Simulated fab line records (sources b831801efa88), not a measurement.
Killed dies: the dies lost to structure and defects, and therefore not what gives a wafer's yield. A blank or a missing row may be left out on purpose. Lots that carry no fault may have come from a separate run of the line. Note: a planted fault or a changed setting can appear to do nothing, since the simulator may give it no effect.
What tool caused it? | flow gf180mcu | 13 lots, 39 wafers sampled, at 3 steps of a route of 602

== WHAT EACH GAUGE READ, for each wafer ==
GF_V2_THK_MEAS_01.
lot  | measured     | on           | V2_CVD_00_THK (nm)
L252 | day 19 00:13 | filmMetro-03 | 603 605 597
L254 | day 19 17:13 | filmMetro-02 | 600 610 610
L255 | day 20 04:52 | filmMetro-02 | 616 602 601
L256 | day 20 14:10 | filmMetro-03 | 603 609 605
L258 | day 21 11:44 | filmMetro-02 | 602 600 594
L259 | day 21 17:48 | filmMetro-03 | 607 607 601
L260 | day 22 08:11 | filmMetro-04 | 601 602 607
L261 | day 22 18:20 | filmMetro-02 | 595 592 597
L262 | day 23 05:02 | filmMetro-04 | 602 603 598
L263 | day 23 13:42 | filmMetro-03 | 610 601 607
L264 | day 23 21:28 | filmMetro-03 | 601 610 609
L273 | day 26 22:12 | filmMetro-04 | 604 606 603
L274 | day 27 00:35 | filmMetro-03 | 598 604 603

== EACH LOT AND THE TOOL THAT RAN IT (in order: tool; ch and the chambers of the sampled wafers; start) ==
lot  | GF_STI_ETCH_13                   | GF_V1_STRIP_18
L252 | rieDiel-02 ch 0,1,2, day 2 01:20 | plasmaAsher-04 ch 0,1, day 17 21:23
L254 | rieDiel-01 ch 0,1,2, day 2 11:03 | plasmaAsher-03 ch 0,1, day 18 14:32
L255 | rieDiel-04 ch 0,1, day 2 16:44   | plasmaAsher-04 ch 0,1, day 19 02:23
L256 | rieDiel-01 ch 1,3, day 2 21:15   | plasmaAsher-03 ch 0,1, day 19 11:26
L258 | rieDiel-04 ch 2,3, day 3 11:35   | plasmaAsher-03 ch 0,1, day 20 09:22
L259 | rieDiel-02 ch 1,2, day 3 12:50   | plasmaAsher-03 ch 0,1, day 20 15:07
L260 | rieDiel-04 ch 0,1,2, day 3 19:41 | plasmaAsher-03 ch 0,1, day 21 06:25
L261 | rieDiel-04 ch 0,1, day 4 00:38   | plasmaAsher-03 ch 0,1, day 21 17:07
L262 | rieDiel-04 ch 0,1,2, day 4 05:44 | plasmaAsher-04 ch 0,1, day 22 03:56
L263 | rieDiel-04 ch 0,2,3, day 4 10:47 | plasmaAsher-01 ch 0,1, day 22 12:59
L264 | rieDiel-01 ch 0,1,3, day 4 15:11 | plasmaAsher-01 ch 0,1, day 22 20:58
L273 | rieDiel-01 ch 0,3, day 6 13:01   | plasmaAsher-01 ch 0,1, day 25 22:44
L274 | rieDiel-02 ch 0,3, day 6 18:58   | plasmaAsher-04 ch 0,1, day 26 00:49
- GF_STI_ETCH_13: etches the open film in CHF3/O2, stops on Si, target depth 282.31 nm, time 112.9 s.
- GF_V1_STRIP_18: strips in O2/N2.

== AS READ BY THE TOOLS THEMSELVES (means over the sampled wafers that have a number; for cases with no such wafer, the mark the record gives instead) ==
GF_STI_ETCH_13.
lot  | tool       | drypumpMotorCurrentA (A) | oesProductAu (a.u.) | throttleValvePct (%)
L252 | rieDiel-02 | 5.8                      | 0.834               | 8.812
L254 | rieDiel-01 | 6.0                      | 0.835               | 8.813
L255 | rieDiel-04 | 5.9                      | 0.831               | 8.809
L256 | rieDiel-01 | 5.1                      | 0.827               | 8.811
L258 | rieDiel-04 | 5.3                      | 0.833               | 8.816
L259 | rieDiel-02 | 5.6                      | 0.836               | 8.809
L260 | rieDiel-04 | 5.9                      | 0.828               | 8.813
L261 | rieDiel-04 | 5.9                      | 0.835               | 8.817
L262 | rieDiel-04 | 5.9                      | 0.841               | 8.811
L263 | rieDiel-04 | 5.6                      | 0.841               | 8.815
L264 | rieDiel-01 | 5.7                      | 0.825               | 8.802
L273 | rieDiel-01 | 6.0                      | 0.831               | 8.810
L274 | rieDiel-02 | 6.0                      | 0.827               | 8.808

GF_V1_STRIP_18.
lot  | tool           | drypumpMotorCurrentA (A) | heaterPowerW (W) | oesProductAu (a.u.) | platenTempC (C)
L252 | plasmaAsher-04 | 5.9                      | 309              | 0.590               | 250.05
L254 | plasmaAsher-03 | 5.7                      | 365              | 0.592               | 250.17
L255 | plasmaAsher-04 | 5.4                      | 281              | 0.590               | 250.05
L256 | plasmaAsher-03 | 5.7                      | 367              | 0.592               | 250.05
L258 | plasmaAsher-03 | 5.8                      | 359              | 0.587               | 250.13
L259 | plasmaAsher-03 | 5.8                      | 358              | 0.594               | 250.00
L260 | plasmaAsher-03 | 5.7                      | 359              | 0.596               | 250.16
L261 | plasmaAsher-03 | 5.8                      | 358              | 0.595               | 249.91
L262 | plasmaAsher-04 | 5.8                      | 298              | 0.591               | 249.91
L263 | plasmaAsher-01 | 5.6                      | 297              | 0.593               | 249.97
L264 | plasmaAsher-01 | 5.7                      | 309              | 0.588               | 249.98
L273 | plasmaAsher-01 | 5.6                      | 299              | 0.595               | 250.14
L274 | plasmaAsher-04 | 5.9                      | 299              | 0.592               | 250.02

== THE ANSWER, worked out from the rows above alone ==
Rule: usual is defined by the lots themselves. Put in order of their means at a reading, lots are off if they are a third of the lots or fewer, leave a main group of 4 or more, and stand apart from it by a gap of 3 or more times the standard deviation of the main group's means; of several such gaps the widest counts. A main group whose means are all the same, to the digits that the tables above print for the reading, isn't used. Also off: a lot with no number at a reading for which 4 or more lots have one. Where the step has rows for the other lots, those lots are counted as sound. Order of review: gauges by route order, followed by the tools' own readings, for which a lot's mean as printed above is used. The first step at which some lot is off is used, and at that step the reading that is off furthest; a lot without a number counts as furthest.
Nothing can be told from this: no lot is off at any reading shown.

== WHAT WAS PUT IN BY THE SIMULATOR ==
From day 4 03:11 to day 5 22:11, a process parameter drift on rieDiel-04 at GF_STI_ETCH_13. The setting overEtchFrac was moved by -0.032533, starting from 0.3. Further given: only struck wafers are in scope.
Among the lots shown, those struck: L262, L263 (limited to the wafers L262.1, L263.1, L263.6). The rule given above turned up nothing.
